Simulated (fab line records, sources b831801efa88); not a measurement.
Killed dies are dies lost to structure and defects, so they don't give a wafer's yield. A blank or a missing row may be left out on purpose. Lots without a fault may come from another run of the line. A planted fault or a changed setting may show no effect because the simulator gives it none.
A struck lot beside a sound one | flow sky130 | 14 steps out of a route of 708
Sound: wafers L666.1, L666.4, L666.6. Struck: wafers L658.1, L658.3, L658.6. The cause comes at the end.
At each step with rows: each side's tool, then ch and its chambers, then its first start. Under that, the readings that differ: sound wafers | struck wafers | difference of the means | sigmas: that difference in standard deviations of wafers without a fault.
alike: readings whose means differ by less than 2 such deviations, and words and numbers that are the same on both sides. not compared: withheld readings, readings that some wafer has no value for, bounds like >300 that may hide the same value, and numbers for which the record gives no deviation and whose values overlap.
The two part at a step that has a row with sigmas, a row that says differs or no value, or rows on one side only. Numbers that don't overlap but have no deviation are shown without sigmas and don't part them. A reading that every wafer of one side lacks parts them only if that side has two wafers or more.

first, 2 steps without rows for these wafers: SKY_VT_ADJUST_PCH_PEB_05; SKY_VT_ADJUST_PCH_DEVELOP_06 (develop time 60 s).
SKY_VT_ADJUST_PCH_OVL_MEAS_07:
  sound on overlay-02, day 17 15:16; struck on overlay-02, day 15 00:25
  alike: VT_ADJUST_PCH_OVL
then, 1 step without rows for these wafers: SKY_VT_ADJUST_PCH_IMPLANT_08.
SKY_VT_ADJUST_PCH_STRIP_09: strips in O2/N2.
  sound on plasma_asher-02 ch 0,1, day 17 15:26; struck on plasma_asher-04 ch 0,1, day 15 00:36
  alike: drypump_motor_current_A, o2_flow_sccm, oes_product_au, strip_time_to_endpoint_s
  not compared: rf_hours_counter_h
SKY_VT_ADJUST_PCH_TW_MEAS_10:
  sound on film_metro-03, day 17 15:32; struck on film_metro-03, day 15 00:42
  alike: VT_ADJUST_PCH_TW
then, 6 steps without rows for these wafers: SKY_SONOS_TUNNEL_DEHYDRATE_00 (time 60 s); SKY_SONOS_TUNNEL_HMDS_01 (prime time 60 s); SKY_SONOS_TUNNEL_COAT_02 (resist thk 1140 nm); SKY_SONOS_TUNNEL_SOFTBAKE_03 (time 60 s); SKY_SONOS_TUNNEL_EXPOSE_04 (exposes mask TUNM, target cd 410 nm); SKY_SONOS_TUNNEL_PEB_05.
SKY_SONOS_TUNNEL_DEVELOP_06: develop time 60 s.
  sound on litho_track-02 ch 0, day 18 18:33; struck on litho_track-03, day 16 02:56
  no value came back on the struck wafers for chill_plate_temp_C (C), develop_time_s (s); on the sound wafers chill_plate_temp_C (C) reads 22.95 23.01 22.94
SKY_SONOS_TUNNEL_CD_MEAS_07: target cd 410 nm.
  sound on cd_sem-01, day 18 18:42; struck on cd_sem-02, day 16 03:05
  reading    | sound             | struck | difference                    | sigmas
  cd_nm (nm) | 412.2 411.1 409.6 | - - -  | no value on the struck wafers |

WHERE THEY PART
First at SKY_SONOS_TUNNEL_DEVELOP_06; last, within this record, at SKY_SONOS_TUNNEL_CD_MEAS_07.

WHY: what the simulator had put in
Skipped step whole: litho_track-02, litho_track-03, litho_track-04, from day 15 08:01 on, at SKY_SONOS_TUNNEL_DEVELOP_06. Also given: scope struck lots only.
